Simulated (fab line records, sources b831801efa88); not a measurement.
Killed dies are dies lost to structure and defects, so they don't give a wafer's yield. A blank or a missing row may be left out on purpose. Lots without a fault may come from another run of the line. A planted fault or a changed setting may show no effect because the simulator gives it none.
Problem report in the 8D (eight disciplines) form, filled by code | flow gf180mcu | the parts of the form that need people (team, actions taken, sign-off) are left out

1. THE PROBLEM
STI_OXIDATION_THK at GF_STI_THK_MEAS_02 reads a mean of 9.01 nm on 6 wafers of 2 lots; wafers without a fault read 10.54 nm with a standard deviation of 0.24. That is -6.4 standard deviations from the usual mean.
First seen on wafer L319.1, day 4 04:31, on film_metro-02. The record holds 27 wafers of 9 lots with a number at this step. Rule for "out", or "out of limits": more than 4 standard deviations from the usual mean. The other wafers with a number count as sound.

2. WHAT IT IS AND WHAT IT IS NOT
question                    | is                     | is not
which readings at this step | STI_OXIDATION_THK      | -
which lots                  | L319, L320             | L306, L307, L308, L309, L310, L312, L321
which wafers of those lots  | all that have a number | -
read on which gauges        | film_metro-02          | film_metro-04
when                        | from day 4 04:31       | up to then (18 sound wafers); but 3 sound wafers of L321 came after

3. SUSPECTS, AND WHAT RULES EACH OUT
Counting: a tool at a process step up to the reading stays a suspect if it ran every lot that is out and no sound lot after the first of them.
- the gauge at GF_STI_THK_MEAS_02: kept. All the wafers that are out were read on film_metro-02, and no step on other tools shows them out.
- furnace-01 at GF_STI_OXIDATION_01 (stabilise 600 s, purge 300 s, target thk 10 nm): kept. It ran every lot that is out, first L319 (day 4 03:07), and no sound lot after that; its last sound lot up to then is L309 (day 2 01:07).
Left after counting: furnace-01 at GF_STI_OXIDATION_01, film_metro-02 at GF_STI_THK_MEAS_02.

4. THE CAUSE (what the simulator had put in)
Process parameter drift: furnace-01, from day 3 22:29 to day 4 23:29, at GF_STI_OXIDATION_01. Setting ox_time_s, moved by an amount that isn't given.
Counting left 2 suspects, and this tool is among them.

5. THE CHAIN OF EFFECTS, in route order
Each row: a reading whose mean over the struck wafers that have a number lies more than 3 standard deviations from the usual. Only readings for which the record gives a usual standard deviation are gone through. hours: the time from each lot's start at the first step in this table that gives one to its start at this step, as a median over the lots. sigmas: the change in usual standard deviations.
hours | step               | reading           | usual    | on struck wafers | change | sigmas
0     | GF_STI_THK_MEAS_02 | STI_OXIDATION_THK | 10.54 nm | 9.01             | -1.53  | -6.4
Later measuring or inspecting steps at which every struck wafer that the step has a row for has a number for every such reading, and none has moved that far: GF_PSD_TW_MEAS_11, GF_SAB_THK_MEAS_01, GF_SALICIDE_THK_MEAS_05.

6. WHAT WOULD HAVE CAUGHT IT SOONER
In this record the first reading out of limits at a measuring or inspecting step was taken at day 4 04:31, 6 hours after the fault began at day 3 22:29.
Of the tool readings at GF_STI_OXIDATION_01 for which the record gives a usual standard deviation, none was out on any struck wafer, so an alarm limit of 4 standard deviations on them would not have fired.
Of the lots that are out (2), L320 began GF_STI_OXIDATION_01 on furnace-01 after day 4 04:31. A hold on the tool at that time would have spared it.
